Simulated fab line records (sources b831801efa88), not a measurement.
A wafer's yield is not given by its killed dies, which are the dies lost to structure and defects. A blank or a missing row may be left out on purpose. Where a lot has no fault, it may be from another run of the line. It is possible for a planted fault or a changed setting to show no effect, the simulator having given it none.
fab line records	flow sfq-line
record lots=14	wafers=42	last-day=83
route steps=325 shown M4@161 JJ@194 M5@199
lots that met no fault: from a run of the same line without faults
start-h: hours from the record's opening day to when the first of the lot's shown wafers began	wait-h: hours from the lot's prior step to this one	" identical to the entry in the row above	L1.1+2: several wafers, shown together as one row	- no value, or no start given	* or withheld: withheld	< > ~ a bound
route shown NAME@n: a module of which the file shows steps, and the number in the route of the first	usual: mean/standard deviation taken from wafers without a fault	same: alike in all rows	chamber/n: place in a boat	sites: each site's reading	_std_site: the standard deviation of these	_edge_site: outer sites' mean less inner sites'	radius-mm: how far each site lies from the wafer's centre	mask NAME#n: copy n	behind: the last tool/chamber to shape the wafer	hold: cause of the lot's hold/its duration in hours/its outcome	device: transistor that didn't switch, given as n, p or np	end of line: the tests these same wafers got at the end of their route	a step given without rows: its recipe and nothing more	killed: the dies lost at the first sort to structure and to defects; this is not the yield of the wafer	map: per-die view of a wafer (x killed, . not killed, _ where there is no die)
set.NAME: the run value of the setting; set.NAME@STEP: its run value at that earlier step	model.NAME: the simulator's own value behind a step, which no gauge read
one table for each step of the route and one row for each wafer, over a sample of lots
services: a tool's chamber out of use, with start hour (start-h, from the record's first day; less than 0 if before it), hours out, and reason
## steps
# step SFQ_TRILAYER_M4_STRIP_STRIP_097
# recipe gas=O2	power-w=200	platen-temp-c=40	overash-fraction=0.65	chemistry=O2	pressure-mtorr=50
# usual drypump-motor-current-A=5.30/0.15	he-backside-leak-sccm=3.5/0.37	oes-product-au=1.000/0.0083
lot.wafer	tool	chamber	start-h	wait-h	drypump-motor-current-A	he-backside-leak-sccm	oes-product-au	rf-hours-counter-h
L474.2	rie-metal-02	0	647.21	0.1	5.28	3.4	1.000	137
L474.4	"	1	"	"	5.28	3.5	0.992	-
L474.5	"	1	"	"	5.29	3.4	0.988	-
L475.3	rie-metal-02	0	796.02	0.2	5.29	3.5	0.993	-
L475.4	"	1	"	"	5.28	3.3	0.996	-
L475.6	"	1	"	"	5.28	3.3	0.991	-
L476.3	rie-metal-01	0	801.24	0.2	5.19	3.4	1.003	-
L476.4	"	1	"	"	5.60	3.7	1.012	-
L476.5	"	1	"	"	5.60	3.6	1.004	-
L477.1	rie-metal-02	0	802.24	0.1	5.27	3.6	0.994	156
L477.3	"	0	"	"	5.29	3.5	0.996	-
L477.4	"	1	"	"	5.27	3.4	0.994	-
L478.2	rie-metal-01	1	808.73	0.1	5.59	3.8	0.997	150
L478.5	"	0	"	"	5.20	3.3	1.006	-
L478.6	"	1	"	"	5.59	7.1	1.000	-
L486.2	rie-metal-02	0	914.67	0.1	5.28	3.2	1.003	8
L486.3	"	0	"	"	5.29	3.3	0.998	-
L486.5	"	0	"	"	5.29	3.3	1.001	-
L488.1	rie-metal-04	1	929.07	0.1	5.49	3.6	1.006	81
L488.4	"	1	"	"	5.49	3.6	1.005	-
L488.6	"	1	"	"	5.46	3.6	1.006	-
L490.3	rie-metal-04	1	1080.31	0.2	5.42	3.7	1.003	-
L490.4	"	0	"	"	5.06	3.5	1.002	-
L490.6	"	0	"	"	5.07	3.5	1.004	-
L491.3	rie-metal-01	1	1085.11	0.2	5.61	3.4	1.006	-
L491.5	"	1	"	"	5.60	3.5	1.002	-
L491.6	"	0	"	"	5.18	3.5	1.013	-
L492.1	rie-metal-02	0	1096.91	0.1	5.30	3.5	0.992	34
L492.3	"	0	"	"	5.30	3.4	1.000	-
L492.4	"	1	"	"	5.28	3.5	0.979	-
L494.3	rie-metal-01	1	1116.31	0.2	5.62	3.5	1.004	-
L494.4	"	0	"	"	5.20	3.3	1.004	-
L494.5	"	0	"	"	5.20	3.7	1.002	-
L495.2	rie-metal-04	0	1120.91	0.1	5.03	3.4	1.000	82
L495.4	"	0	"	"	5.06	3.2	0.996	-
L495.5	"	1	"	"	5.44	3.7	1.002	-
L496.1	rie-metal-02	1	1124.51	0.1	5.25	3.4	1.000	82
L496.5	"	0	"	"	5.28	3.4	1.007	-
L496.6	"	1	"	"	5.29	3.5	0.993	-
L497.1	rie-metal-02	1	1129.31	0.1	5.25	3.5	0.994	83
L497.3	"	1	"	"	5.29	3.5	0.993	-
L497.5	"	0	"	"	5.28	3.5	0.997	-
# step SFQ_TRILAYER_JJ_CE_ETCH_RIE_118
# recipe target=Nb	stop-on=Al2O3	mask-material=PR	taper-deg=13.257	over-etch-frac=0.15	time-s=97.7	chemistry=SF6	target-depth-nm=170	icp-w=600	bias-w=80	pressure-mtorr=10
# usual drypump-motor-current-A=5.3/0.31	he-backside-leak-sccm=3.54/0.18	oes-product-au=0.978/0.0069
lot.wafer	tool	chamber	start-h	wait-h	drypump-motor-current-A	he-backside-leak-sccm	oes-product-au	rf-hours-counter-h
L474.2	rie-metal-04	1	968.57	0.1	5.4	3.56	0.973	87
L474.4	"	1	"	"	5.4	3.61	0.972	-
L474.5	"	0	"	"	5.1	3.43	0.970	-
L475.3	rie-metal-01	1	1095.65	0.1	5.6	3.77	0.967	-
L475.4	"	0	"	"	5.2	3.22	0.981	-
L475.6	"	0	"	"	5.2	3.32	0.984	-
L476.3	rie-metal-01	0	1099.25	0.1	5.2	3.31	0.987	-
L476.4	"	1	"	"	5.6	3.54	0.977	-
L476.5	"	1	"	"	5.6	3.60	0.976	-
L477.1	rie-metal-03	1	1102.81	0.1	5.8	3.66	0.970	12
L477.3	"	1	"	"	5.8	3.73	0.967	-
L477.4	"	0	"	"	4.7	3.39	0.981	-
L478.2	rie-metal-04	1	1116.01	0.1	5.4	3.77	0.987	109
L478.5	"	1	"	"	5.4	3.68	0.978	-
L478.6	"	0	"	"	5.0	3.46	0.975	-
L486.2	rie-metal-04	0	1215.91	0.1	5.0	3.49	0.978	95
L486.3	"	0	"	"	5.0	3.55	0.968	-
L486.5	"	0	"	"	5.0	3.52	0.970	-
L488.1	rie-metal-04	0	1230.31	0.1	5.0	3.53	0.986	97
L488.4	"	1	"	"	5.4	3.70	0.980	-
L488.6	"	0	"	"	5.0	3.46	0.985	-
L490.3	rie-metal-04	1	1234.46	0.1	5.4	3.60	0.969	-
L490.4	"	0	"	"	5.0	3.48	0.989	-
L490.6	"	0	"	"	5.1	3.57	0.982	-
L491.3	rie-metal-01	1	1236.86	0.1	5.6	3.55	0.971	-
L491.5	"	1	"	"	5.6	3.33	0.978	-
L491.6	"	0	"	"	5.2	3.38	0.969	-
L492.1	rie-metal-03	1	1248.92	0.2	5.7	3.55	0.986	33
L492.3	"	1	"	"	5.7	3.65	0.982	-
L492.4	"	1	"	"	5.8	3.69	0.984	-
L494.3	rie-metal-01	0	1259.66	0.1	5.2	3.55	0.983	-
L494.4	"	1	"	"	5.6	3.63	0.976	-
L494.5	"	1	"	"	5.6	3.36	0.970	-
L495.2	rie-metal-03	1	1265.63	0.1	5.8	3.67	0.978	35
L495.4	"	0	"	"	4.8	3.42	0.979	-
L495.5	"	0	"	"	4.7	3.24	0.985	-
L496.1	rie-metal-01	0	1270.43	0.1	5.2	3.49	0.982	80
L496.5	"	1	"	"	5.6	3.75	0.985	-
L496.6	"	0	"	"	5.2	3.37	0.987	-
L497.1	rie-metal-04	0	1275.23	0.1	5.1	3.56	0.989	104
L497.3	"	1	"	"	5.4	3.67	0.988	-
L497.5	"	1	"	"	5.4	3.63	0.988	-
# step SFQ_TRILAYER_M5_LITHO_COAT_123
# recipe resist=KrF	spin-rpm=3000	resist-thk-nm=600
# usual chill-plate-temp-C=23.00/0.092	spin-speed-rpm=3000.1/1.8
lot.wafer	tool	chamber	start-h	wait-h	chill-plate-temp-C	spin-speed-rpm
L474.2	litho-track-04	0	970.31	0.2	23.14	3000.2
L474.4	"	0	"	"	23.02	3004.5
L474.5	"	0	"	"	22.94	3004.1
L475.3	litho-track-03	0	1097.39	0.2	22.92	3001.0
L475.4	"	0	"	"	22.93	2996.9
L475.6	"	0	"	"	22.86	3000.7
L476.3	litho-track-04	0	1101.01	0.2	23.18	2997.6
L476.4	"	0	"	"	22.95	2999.2
L476.5	"	0	"	"	23.12	2999.0
L477.1	litho-track-04	0	1104.51	0.2	23.06	2998.4
L477.3	"	0	"	"	23.18	2999.6
L477.4	"	0	"	"	22.93	3000.3
L478.2	litho-track-03	0	1117.76	0.2	23.17	3000.2
L478.5	"	0	"	"	23.15	3000.9
L478.6	"	0	"	"	23.21	3002.0
L486.2	litho-track-02	0	1217.69	0.2	23.06	2950.2
L486.3	"	0	"	"	23.08	2950.1
L486.5	"	0	"	"	23.16	2948.6
L488.1	litho-track-02	0	1232.11	0.2	22.92	2949.9
L488.4	"	0	"	"	22.99	2948.9
L488.6	"	0	"	"	23.00	2949.4
L490.3	litho-track-04	0	1236.81	0.2	22.94	3000.8
L490.4	"	0	"	"	22.88	3001.4
L490.6	"	0	"	"	22.99	2999.1
L491.3	litho-track-04	0	1239.21	0.2	22.94	2999.4
L491.5	"	0	"	"	23.03	3002.1
L491.6	"	0	"	"	23.05	3001.3
L492.1	litho-track-04	0	1251.31	0.2	23.06	3001.0
L492.3	"	0	"	"	23.06	3000.5
L492.4	"	0	"	"	23.00	2999.7
L494.3	litho-track-03	0	1261.41	0.2	23.00	2999.1
L494.4	"	0	"	"	23.12	3001.5
L494.5	"	0	"	"	23.09	3001.8
L495.2	litho-track-03	0	1267.36	0.2	22.97	2998.6
L495.4	"	0	"	"	22.89	3001.0
L495.5	"	0	"	"	23.04	2998.6
L496.1	litho-track-04	0	1272.11	0.2	22.98	3002.5
L496.5	"	0	"	"	23.00	3000.7
L496.6	"	0	"	"	23.16	2997.6
L497.1	litho-track-04	0	1276.91	0.2	23.15	3001.1
L497.3	"	0	"	"	23.07	3001.9
L497.5	"	0	"	"	23.14	3000.6
# step SFQ_TRILAYER_M5_BARC_OPEN_METAL_ETCH_161
# recipe mask-material=PR	chemistry=O2	target-depth-nm=125	target=BARC	icp-w=600	bias-w=80	pressure-mtorr=10	time-s=41.7
# usual drypump-motor-current-A=5.30/0.28	he-backside-leak-sccm=3.54/0.24	oes-product-au=0.685/0.0046
lot.wafer	tool	chamber	start-h	wait-h	drypump-motor-current-A	he-backside-leak-sccm	oes-product-au	rf-hours-counter-h
L474.2	rie-metal-04	1	1109.92	0.0	5.47	3.73	0.685	108
L474.4	"	1	"	"	5.49	3.74	0.683	-
L474.5	"	1	"	"	5.44	3.77	0.682	-
L475.3	rie-metal-04	1	1237.95	0.0	5.45	3.71	0.675	-
L475.4	"	0	"	"	5.03	3.56	0.672	-
L475.6	"	1	"	"	5.46	3.72	0.683	-
L476.3	rie-metal-02	0	1239.15	0.0	5.29	3.28	0.683	-
L476.4	"	1	"	"	5.27	3.56	0.676	-
L476.5	"	1	"	"	5.25	3.62	0.682	-
L477.1	rie-metal-03	1	1241.53	0.0	5.74	3.70	0.688	32
L477.3	"	1	"	"	5.73	3.66	0.687	-
L477.4	"	1	"	"	5.76	3.67	0.685	-
L478.2	rie-metal-02	0	1253.53	0.0	5.30	3.48	0.685	57
L478.5	"	1	"	"	5.28	3.53	0.688	-
L478.6	"	0	"	"	5.29	3.37	0.689	-
L486.2	rie-metal-04	0	1342.98	0.0	5.06	3.51	0.682	113
L486.3	"	0	"	"	5.05	3.63	0.680	-
L486.5	"	1	"	"	5.46	3.85	0.680	-
L488.1	rie-metal-04	0	1359.69	0.0	5.05	3.48	0.690	116
L488.4	"	1	"	"	5.50	3.76	0.682	-
L488.6	"	0	"	"	5.02	3.69	0.693	-
L490.3	rie-metal-03	1	1366.35	0.0	5.74	3.62	0.687	-
L490.4	"	0	"	"	4.75	3.00	0.689	-
L490.6	"	0	"	"	4.77	3.10	0.688	-
L491.3	rie-metal-02	1	1367.55	0.0	5.28	3.40	0.688	-
L491.5	"	0	"	"	5.29	3.28	0.690	-
L491.6	"	1	"	"	5.28	3.44	0.680	-
L492.1	rie-metal-03	0	1375.93	0.0	4.76	3.43	0.685	14
L492.3	"	0	"	"	4.74	3.45	0.685	-
L492.4	"	1	"	"	5.72	3.65	0.692	-
L494.3	rie-metal-04	1	1389.15	0.0	5.47	3.48	0.698	-
L494.4	"	0	"	"	5.05	3.57	0.686	-
L494.5	"	1	"	"	5.45	3.53	0.682	-
L495.2	rie-metal-04	1	1393.93	0.0	5.44	3.52	0.683	2
L495.4	"	0	"	"	5.03	3.90	0.689	-
L495.5	"	1	"	"	5.46	3.46	0.685	-
L496.1	rie-metal-02	1	1397.53	0.0	5.24	3.53	0.693	122
L496.5	"	0	"	"	5.29	3.36	0.674	-
L496.6	"	1	"	"	5.25	3.61	0.685	-
L497.1	rie-metal-04	1	1401.13	0.0	5.47	3.54	0.686	2
L497.3	"	0	"	"	5.04	3.49	0.686	-
L497.5	"	1	"	"	5.44	3.62	0.685	-
## services
tool	chamber	start-h	hours	kind
rie-metal-02	-	694.35	1.8	repair
rie-metal-01	0	731.46	-	clean
rie-metal-01	0	731.46	16.1	scheduled-down
rie-metal-03	-	749.91	2.8	pm
rie-metal-04	-	810.85	1.4	pm
rie-metal-04	-	816.94	14.6	pm
rie-metal-02	0	836.29	-	clean
rie-metal-02	0	836.29	31.3	scheduled-down
rie-metal-02	0	836.29	31.3	vent-cycle
rie-metal-03	1	855.43	5.3	repair
rie-metal-02	1	940.05	16.2	repair
rie-metal-04	-	1063.70	2.8	pm
rie-metal-02	0	1079.84	5.7	repair
rie-metal-02	-	1097.85	1.4	pm
rie-metal-01	-	1113.81	1.4	pm
rie-metal-03	-	1297.34	1.4	pm
rie-metal-02	0	1347.03	1.9	repair
rie-metal-03	0	1348.24	17.1	repair
rie-metal-04	1	1364.80	-	clean
rie-metal-04	1	1364.80	-	consumable-replace:focus-ring
rie-metal-04	1	1364.80	14.2	scheduled-down
rie-metal-04	1	1364.80	14.2	vent-cycle
rie-metal-02	1	1369.94	8.0	repair
rie-metal-01	-	1385.74	0.7	repair
## key
first-sign step=SFQ_TRILAYER_M5_LITHO_COAT_123	reading=spin-speed-rpm	direction=down	sigmas=28	usual=3000.1	struck=2949.5
effect none on later readings
met-at SFQ_TRILAYER_M5_LITHO_COAT_123
struck-lots L486,L488
not-acting-at SFQ_TRILAYER_M4_STRIP_STRIP_097,SFQ_TRILAYER_JJ_CE_ETCH_RIE_118,SFQ_TRILAYER_M5_BARC_OPEN_METAL_ETCH_161
fault kind=process-parameter-drift	tool=litho-track-02	chamber=-	onset-h=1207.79	steps=SFQ_TRILAYER_M5_LITHO_COAT_123	channel=spin-rpm	offset=-50.329	shape=step	end-h=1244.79	acts-in=these-recipes-only	stated=3000
